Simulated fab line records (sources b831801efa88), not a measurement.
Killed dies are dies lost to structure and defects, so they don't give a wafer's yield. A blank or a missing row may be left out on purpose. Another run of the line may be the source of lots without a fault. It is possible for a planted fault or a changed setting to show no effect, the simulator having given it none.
Struck lot and sound lot, side by side || flow sky130 || 38 steps out of a route of 708
Sound: the wafers L795.2, L795.3, L795.5. Struck: wafer L788.3 (L788.2, L788.5, from the same lot, were not struck and are left out); the cause is given at the end.
Per side, at each step with rows, come the tool, then ch with its chambers, and then its first start. Under that, the readings that differ: sound wafers || struck wafers || difference of the means || sigmas: that difference in standard deviations of wafers without a fault.
alike: same words and numbers on both sides, and readings whose means sit less than 2 such deviations apart. not compared: any withheld reading, any reading some wafer has no value for, any bound like >300 that may hide the same value, and any number with overlapping values for which the record gives no deviation.
A row with sigmas, a row that says differs or no value, or rows on one side alone: a step with any of these is where the two part. Numbers that don't overlap but have no deviation are shown without sigmas and don't part them. Lack of a reading on every wafer of one side parts them only where that side has two or more wafers.

first, 9 steps without rows for these wafers: SKY_VIA2_SPUTTER_20 (material TiN, target thk 20 nm, time 80 s); SKY_VIA2_CVD_21 (deposits W, target thk 420 nm, time 126.4 s); SKY_VIA2_CMP_24 (polishes, stops on SiO2, t overpolish 20 s, target thk 0 nm); SKY_METAL3_SPUTTER_00 (material Ti, target thk 15 nm, time 10 s); SKY_METAL3_SPUTTER_01 (material TiN, target thk 20 nm, time 16.7 s); SKY_METAL3_SPUTTER_02 (material AlCu, target thk 735 nm, time 39.1 s); SKY_METAL3_SPUTTER_03 (material Ti, target thk 5 nm, time 3.3 s); SKY_METAL3_SPUTTER_04 (material TiN, target thk 70 nm, time 58.3 s); SKY_CAPM_CVD_00 (deposits SiO2, target thk 15.5 nm).
SKY_CAPM_SPUTTER_02: material TiN, target thk 200 nm, time 166.7 s.
  struck on pvdSputter-04, day 39 11:41; sound on pvdSputter-01, day 41 20:41
{"reading": "model.TiN_of_CAPM_SPUTTER_02.thkNm (nm)", "sound": "198.4 198.9 197.8", "struck": 145.5, "difference": -52.9, "sigmas": ""}
  alike: throttleValvePct
SKY_CAPM_RS_MEAS_03: measures by four-point-probe.
  struck on filmMetro-04, day 39 11:49; sound on filmMetro-03, day 41 20:49
{"reading": "CAPM_TIN_RS (ohm/sq)", "sound": "6.98 6.96 6.99", "struck": 9.58, "difference": "+2.60", "sigmas": "+30"}
SKY_CAPM_THK_MEAS_04: measures by xrf.
  struck on filmMetro-04, day 39 11:56; sound on filmMetro-03, day 41 20:56
{"reading": "CAPM_TIN_THK (nm)", "sound": "194.8 195.5 194.3", "struck": 143.4, "difference": -51.5, "sigmas": -22}
then, 7 steps without rows for these wafers: SKY_CAPM_DEHYDRATE_05 (time 60 s); SKY_CAPM_HMDS_06 (prime time 60 s); SKY_CAPM_COAT_07 (resist thk 1140 nm); SKY_CAPM_SOFTBAKE_08 (time 60 s); SKY_CAPM_EXPOSE_09 (exposes mask CAPM, target cd 1000 nm); SKY_CAPM_PEB_10; SKY_CAPM_DEVELOP_11 (develop time 60 s).
SKY_CAPM_METAL_ETCH_13: etches TiN in Cl2/BCl3, stops on SiO2, target depth 220 nm, time 62.9 s.
  sound on rieMetal-03 ch 0,1, day 42 20:01; struck on rieMetal-04 ch 1, day 40 11:55
{"reading": "oesProductAu (a.u.)", "sound": "0.935 0.942 0.928", "struck": 0.788, "difference": -0.147, "sigmas": -18}
{"reading": "throttleValvePct (%)", "sound": "21.902 21.894 21.902", "struck": 21.999, "difference": "+0.100", "sigmas": "+10"}
  alike: drypumpMotorCurrentA
  not compared: rfHoursCounterH
then, 16 steps without rows for these wafers: SKY_CAPM_STRIP_14 (strips in O2/N2); SKY_CAPM_STRIP_15 (strips in post etch residue remover, time 1200 s); SKY_CAPM_CLEAN_16 (cleans in IPA, time 180 s); SKY_CAPM_CLEAN_17 (cleans in O3/DIW); SKY_METAL3_DEHYDRATE_05 (time 60 s); SKY_METAL3_HMDS_06 (prime time 60 s); SKY_METAL3_COAT_07 (resist thk 60 nm); SKY_METAL3_COAT_08 (resist thk 1140 nm); SKY_METAL3_SOFTBAKE_09 (time 90 s); SKY_METAL3_EXPOSE_10 (exposes mask MM3, target cd 300 nm); SKY_METAL3_PEB_11; SKY_METAL3_DEVELOP_12 (develop time 60 s); SKY_METAL3_DESCUM_15 (chemistry O2, time 8 s); SKY_METAL3_ETCH_16 (etches BARC in N2/H2, stops on SiO2, time 88.2 s, target depth 60 nm); SKY_METAL3_ETCH_17 (etches SiO2 in C4F8/O2/Ar, stops on TiN, time 3.9 s, target depth 15 nm); SKY_METAL3_METAL_ETCH_18 (etches the open film in Cl2/BCl3, stops on SiO2, target depth 845 nm, time 183.1 s).
SKY_METAL3_STRIP_20: strips in post etch residue remover, time 1200 s.
  sound on wetBench-03 ch 0, day 43 19:59; struck on wetBench-01 ch 2, day 41 13:05
{"reading": "model.TiN_of_CAPM_SPUTTER_02.thkNm (nm)", "sound": "197.6 198.1 197", "struck": 144.7, "difference": -52.9, "sigmas": ""}
-- the record jumps here: 7 days lie between the struck wafers' starts before and after (it left off in module METAL3 and takes up again in module PAD_OPEN, whose first step shown is number 708 of the route) --
SKY_PAD_OPEN_PROBE_99:
  struck on prober-02, day 48 04:40; sound on prober-01, day 50 01:13
{"reading": "killedAtFrontEnd", "sound": "29 12 18", "struck": 11, "difference": -9, "sigmas": -2}
{"reading": "model.etest.capMim.plateOhmSq", "sound": "6.078 6.098 6.063", "struck": 8.216, "difference": "+2.136", "sigmas": ""}
{"reading": "model.etest.capMim.bvV (V)", "sound": "14.32 14.43 14.28", "struck": 13.21, "difference": -1.13, "sigmas": ""}
{"reading": "model.etest.capMim.leakLog10ACm2", "sound": "-8.949 -8.884 -8.875", "struck": -8.356, "difference": "+0.547", "sigmas": ""}
  alike: defectLimitedYield, killed_at_M0_to_M3, killed_at_M4_up, killedAtContacts, killedAtOther, killedDies, killedOpen, killedShort, sort_bin_3_pad_short, sort_bin_5_function, sort_bin_6_memory, sortNPass, sortYieldPct

## WHERE THEY PART
At SKY_CAPM_RS_MEAS_03 first; at SKY_PAD_OPEN_PROBE_99 last (within this record only).

WHY: the cause the simulator had injected
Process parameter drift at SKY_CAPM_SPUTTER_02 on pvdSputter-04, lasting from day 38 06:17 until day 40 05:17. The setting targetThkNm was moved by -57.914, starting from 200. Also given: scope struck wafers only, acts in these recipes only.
